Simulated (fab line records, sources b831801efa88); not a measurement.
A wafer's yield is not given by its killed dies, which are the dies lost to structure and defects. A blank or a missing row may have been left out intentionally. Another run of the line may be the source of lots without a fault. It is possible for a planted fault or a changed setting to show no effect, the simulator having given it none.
Comparing a struck lot with a sound one    flow gf180mcu    15 out of 602 route steps
Sound: these wafers, L808.1, L808.2, L808.6. Wafers struck: L817.1, L817.4, L817.5. At the end, the cause is stated.
Order at every step that has rows: each side's tool, ch and its chambers, its first start. Under that, the readings that differ: sound wafers    struck wafers    difference of the means    sigmas: that difference in standard deviations of wafers without a fault.
alike: words and numbers the same on both sides, and readings whose means are apart by under 2 such deviations; not compared: readings that were withheld, readings missing a value for some wafer, numbers with overlapping values and no deviation given by the record, and bounds like >300 which may hide the same value.
Wherever a step has rows on one side only, a row that says differs or no value, or a row with sigmas, the two part there. Numbers that have no deviation but don't overlap get no sigmas and don't part them. Lack of a reading on every wafer of one side parts them only where that side has two or more wafers.

GF_V5_ETCH_16: etches BARC in N2/H2.
  sound on rie diel-02 ch 0,2, day 28 06:46; struck on rie diel-01 ch 0,2,3, day 31 11:19
  alike: drypump motor current A, oes product au, throttle valve pct
GF_V5_ETCH_17: etches SiO2 in C4F8/O2/Ar, stops on TiN, target depth 855 nm.
  sound: rie diel-02 ch 0,2; struck: rie diel-01 ch 0,2,3
  alike: oes product au
then, 3 steps without rows for these wafers: GF_V5_STRIP_18 (strips in O2/N2); GF_V5_STRIP_19 (strips in post etch residue remover, time 1200 s); GF_V5_CLEAN_20 (cleans in DIW).
GF_V5_SPUTTER_21: material Ti, target thk 15 nm, time 80.02 s.
  sound on pvd sputter-04, day 28 07:27; struck on pvd sputter-01, day 31 12:01
  alike: cathode dc power W, throttle valve pct
then, 1 step without rows for these wafers: GF_V5_SPUTTER_22 (material TiN, target thk 10 nm, time 40 s).
GF_V5_CVD_23: deposits W, target thk 350 nm, time 104.9 s.
  sound on cvd w-02 ch 0,1, day 28 07:33; struck on cvd w-02 ch 0,1, day 31 12:07
  alike: heater power w
GF_V5_RS_MEAS_24: a four-point-probe measurement.
  sound on film metro-03, day 28 07:40; struck on film metro-03, day 31 12:14
  alike: V5_W_RS
GF_V5_THK_MEAS_25: measures by xrf.
  sound on film metro-03, day 28 07:47; struck on film metro-03, day 31 12:21
  alike: V5_W_THK
then, 1 step without rows for these wafers: GF_V5_CMP_26 (polishes, stops on SiO2, t overpolish 15 s, target thk 0 nm).
GF_TOP_METAL_SPUTTER_00: material Ti, target thk 37.5 nm, time 150 s.
  sound on pvd sputter-01, day 28 08:14; struck on pvd sputter-01, day 31 12:58
  alike: cathode dc power W, throttle valve pct
GF_TOP_METAL_SPUTTER_01: material TiN, target thk 30 nm, time 25 s.
  sound on pvd sputter-01, day 28 08:20; struck on pvd sputter-01, day 31 13:04
reading                                        sound                 struck                difference  sigmas
cathode dc power W (W)                         6498.3 6498.6 6498.8  6054.7 6053.8 6052.9  -444.8      -99 or more
model.TiN_of_TOP_METAL_SPUTTER_01.thk nm (nm)  30.87 31.1 30.85      28.55 28.5 28.81      -2.32       
  alike: throttle valve pct
then, 2 steps without rows for these wafers: GF_TOP_METAL_SPUTTER_02 (material AlCu, target thk 900 nm, time 47.82 s); GF_PASSIVATION_PROBE_99.

== WHERE THEY PART ==
At GF_TOP_METAL_SPUTTER_01 and nowhere else, as far as this record goes.

WHY: whatever the simulator had introduced
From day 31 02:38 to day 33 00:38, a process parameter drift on pvd sputter-01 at GF_TOP_METAL_SPUTTER_01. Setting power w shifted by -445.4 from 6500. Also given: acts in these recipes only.
